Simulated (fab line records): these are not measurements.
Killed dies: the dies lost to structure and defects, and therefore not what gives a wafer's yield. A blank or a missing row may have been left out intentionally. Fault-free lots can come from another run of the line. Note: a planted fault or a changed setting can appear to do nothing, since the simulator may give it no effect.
Chamber matching || flow gf180mcu || GF_V4_CMP_04 on cmp-02 has 4 sister chambers
The step polishes SiO2. 8 wafers are shown with their chamber, then 7 later ones without.

== WAFERS, EACH WITH ITS CHAMBER ==
{"wafer": "L844.5", "chamber": 2, "motorCurrentA (A)": 12.1, "timeToEndpointS (s)": 86}
{"wafer": "L846.5", "chamber": 0, "motorCurrentA (A)": 10.4, "timeToEndpointS (s)": 79}
{"wafer": "L850.4", "chamber": 0, "motorCurrentA (A)": 11.7, "timeToEndpointS (s)": 84}
{"wafer": "L851.1", "chamber": 1, "motorCurrentA (A)": 12.8, "timeToEndpointS (s)": 85}
{"wafer": "L851.3", "chamber": 3, "motorCurrentA (A)": 14.7, "timeToEndpointS (s)": 83}
{"wafer": "L851.6", "chamber": 1, "motorCurrentA (A)": 12.0, "timeToEndpointS (s)": 92}
{"wafer": "L852.3", "chamber": 2, "motorCurrentA (A)": 12.1, "timeToEndpointS (s)": 77}
{"wafer": "L852.5", "chamber": 3, "motorCurrentA (A)": 14.7, "timeToEndpointS (s)": 81}

== WAFERS WITH NO CHAMBER GIVEN ==
{"wafer": "L852.6", "motorCurrentA (A)": 11.5, "timeToEndpointS (s)": 84}
{"wafer": "L856.1", "motorCurrentA (A)": 12.1, "timeToEndpointS (s)": 78}
{"wafer": "L856.5", "motorCurrentA (A)": 13.9, "timeToEndpointS (s)": 82}
{"wafer": "L856.6", "motorCurrentA (A)": 11.7, "timeToEndpointS (s)": 79}
{"wafer": "L866.4", "motorCurrentA (A)": 12.1, "timeToEndpointS (s)": 85}
{"wafer": "L866.5", "motorCurrentA (A)": 12.5, "timeToEndpointS (s)": 84}
{"wafer": "L866.6", "motorCurrentA (A)": 12.3, "timeToEndpointS (s)": 86}

== THE CHAMBER EACH PASSED THROUGH ==
{"wafer": "L852.6", "from the rows above": "can't be placed: 0 or 2 or 1", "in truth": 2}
{"wafer": "L856.1", "from the rows above": "can't be placed: 2 or 0 or 1", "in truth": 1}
{"wafer": "L856.5", "from the rows above": "can't be placed: 3 or 1 or 2", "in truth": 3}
{"wafer": "L856.6", "from the rows above": "can't be placed: 2 or 0 or 1", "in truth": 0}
{"wafer": "L866.4", "from the rows above": "can't be placed: 2 or 1 or 0", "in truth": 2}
{"wafer": "L866.5", "from the rows above": "can't be placed: 2 or 1 or 0", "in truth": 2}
{"wafer": "L866.6", "from the rows above": "can't be placed: 1 or 2 or 0", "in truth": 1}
0 of 7 placed correctly. Not placeable from these rows: 7 (in 7, the candidates include the true chamber). Number placed wrongly: 0.
How it was worked out, from the rows above alone: a wafer's distance from a chamber is the root of the sum, over the readings, of the square of ((its reading less the chamber's mean) divided by the reading's scatter). If the next closest chamber is less than 2 further off than the closest, the wafer can't be placed; otherwise it belongs to the closest. The mean given for a chamber averages the wafers shown for that chamber. The scatter: the root of (the sum of the squares of (reading less its chamber's mean) over the shown wafers, divided by (wafers less chambers)).
